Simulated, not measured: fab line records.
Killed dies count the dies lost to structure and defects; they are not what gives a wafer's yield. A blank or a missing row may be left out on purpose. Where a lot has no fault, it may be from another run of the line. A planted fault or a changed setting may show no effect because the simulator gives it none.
Struck lot and sound lot, side by side | flow sky130 | 19 steps out of a route of 708
Sound: wafers L806.3, L806.4, L806.6. Wafers L800.1, L800.2, L800.6 were the ones struck. The cause comes at the end.
Order at every step that has rows: each side's tool, ch and its chambers, its first start. Under that, the readings that differ: sound wafers | struck wafers | difference of the means | sigmas: that difference in standard deviations of wafers without a fault.
alike: same words and numbers on both sides, and readings whose means sit less than 2 such deviations apart. not compared: any withheld reading, any reading some wafer has no value for, any bound like >300 that may hide the same value, and any number with overlapping values for which the record gives no deviation.
Wherever a step has rows on one side only, a row that says differs or no value, or a row with sigmas, the two part there. Non-overlapping numbers with no deviation appear without sigmas and do not part them. A reading that every wafer of one side lacks parts them only if that side has two wafers or more.

first, 8 steps without rows for these wafers: SKY_RES_XHIGH_DEHYDRATE_00 (time 60 s); SKY_RES_XHIGH_HMDS_01 (prime time 60 s); SKY_RES_XHIGH_COAT_02 (resist thk 1140 nm); SKY_RES_XHIGH_SOFTBAKE_03 (time 60 s); SKY_RES_XHIGH_EXPOSE_04 (exposes mask URPM, target cd 1270 nm); SKY_RES_XHIGH_PEB_05; SKY_RES_XHIGH_DEVELOP_06 (develop time 60 s); SKY_RES_XHIGH_IMPLANT_07.
SKY_RES_XHIGH_STRIP_08: strips in O2/N2.
  sound on plasma-asher-02 ch 0,1, day 31 11:29; struck on plasma-asher-01 ch 0,1, day 29 04:28
  alike: drypump-motor-current-A, oes-product-au, strip-time-to-endpoint-s
  not compared: rf-hours-counter-h
SKY_RES_XHIGH_TW_MEAS_09:
  sound on film-metro-01, day 31 11:35; struck on film-metro-04, day 29 04:34
  alike: RES_XHIGH_TW
then, 2 steps without rows for these wafers: SKY_SD_N_DEHYDRATE_00 (time 60 s); SKY_SD_N_HMDS_01 (prime time 60 s).
SKY_SD_N_COAT_02: resist thk 1140 nm.
  struck on litho-track-01, day 29 18:37; sound on litho-track-03 ch 0, day 32 01:24
  no value came back on the struck wafers for chill-plate-temp-C (C), dispense-pressure-kPa (kPa); on the sound wafers chill-plate-temp-C (C) reads 22.99 22.95 23.04
then, 4 steps without rows for these wafers: SKY_SD_N_SOFTBAKE_03 (time 60 s); SKY_SD_N_EXPOSE_04 (exposes mask NSDM, target cd 380 nm); SKY_SD_N_PEB_05; SKY_SD_N_DEVELOP_06 (develop time 60 s).
SKY_SD_N_CD_MEAS_07: target cd 380 nm.
  sound on cd-sem-02, day 32 14:41; struck on cd-sem-01, day 30 07:33
  reading    | sound             | struck | difference                    | sigmas
  cd-nm (nm) | 378.5 380.7 380.6 | - - -  | no value on the struck wafers |
SKY_SD_N_OVL_MEAS_08:
  sound on overlay-01, day 32 14:47; struck on overlay-01, day 30 07:40
  reading       | sound         | struck | difference                    | sigmas
  SD_N_OVL (nm) | -1.5 -0.3 0.3 | - - -  | no value on the struck wafers |

== WHERE THEY PART ==
First at SKY_SD_N_COAT_02; last, within this record, at SKY_SD_N_OVL_MEAS_08.

WHY: what had been put in by the simulator
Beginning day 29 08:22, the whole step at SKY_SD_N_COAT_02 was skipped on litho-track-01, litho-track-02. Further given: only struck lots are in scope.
